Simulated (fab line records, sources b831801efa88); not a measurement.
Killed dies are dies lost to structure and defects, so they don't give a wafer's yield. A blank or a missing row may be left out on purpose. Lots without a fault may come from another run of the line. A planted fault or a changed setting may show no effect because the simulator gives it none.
Chamber matching | flow gf180mcu | GF_V5_CVD_02 on pecvd-04: 3 sister chambers
The step deposits SiO2 from TEOS, target thk 1450 nm, time 163.28 s. 22 wafers are shown with their chamber, then 11 later ones without.

WAFERS WITH THEIR CHAMBER
wafer  | chamber | heater_power_w (W)
L074.1 | 1       | 641
L074.2 | 0       | 668
L074.3 | 2       | 615
L078.1 | 0       | 552
L078.4 | 1       | 512
L078.5 | 2       | 507
L079.2 | 1       | 566
L079.4 | 1       | 630
L079.5 | 0       | 646
L080.1 | 1       | 636
L080.5 | 1       | 511
L080.6 | 2       | 518
L085.1 | 0       | 639
L085.5 | 0       | 541
L085.6 | 2       | 511
L087.2 | 0       | 620
L087.5 | 2       | 642
L087.6 | 0       | 532
L088.1 | 1       | 639
L088.3 | 0       | 647
L088.5 | 2       | 509
L090.2 | 1       | 576

SIGNATURES (means of the wafers above)
reading        | chamber 0 | chamber 1 | chamber 2 | scatter within a chamber
heater_power_w | 605.62    | 588.88    | 550.33    | 56.9
Rule: a wafer's distance from a chamber is the root of the sum, over the readings, of the square of ((its reading less the chamber's mean) divided by the reading's scatter). The wafer belongs to the nearest chamber; if the next one is less than 2 further off, it can't be placed. The scatter: the root of (the sum of the squares of (reading less its chamber's mean) over the shown wafers, divided by (wafers less chambers)).

WAFERS WITHOUT THEIR CHAMBER
wafer  | heater_power_w (W)
L090.4 | 606
L090.6 | 625
L091.1 | 640
L091.2 | 564
L091.3 | 651
L094.2 | 634
L094.4 | 651
L094.5 | 500
L096.1 | 650
L096.2 | 662
L096.4 | 512

WHICH CHAMBER EACH WENT THROUGH
wafer  | from the rows above          | in truth
L090.4 | can't be placed: 0 or 1 or 2 | 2
L090.6 | can't be placed: 0 or 1 or 2 | 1
L091.1 | can't be placed: 0 or 1 or 2 | 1
L091.2 | can't be placed: 2 or 1 or 0 | 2
L091.3 | can't be placed: 0 or 1 or 2 | 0
L094.2 | can't be placed: 0 or 1 or 2 | 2
L094.4 | can't be placed: 0 or 1 or 2 | 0
L094.5 | can't be placed: 2 or 1 or 0 | 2
L096.1 | can't be placed: 0 or 1 or 2 | 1
L096.2 | can't be placed: 0 or 1 or 2 | 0
L096.4 | can't be placed: 2 or 1 or 0 | 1
Placed correctly: 0 of 11. Can't be placed from these rows: 11 (the true chamber is among the candidates in 11). Placed wrongly: 0.
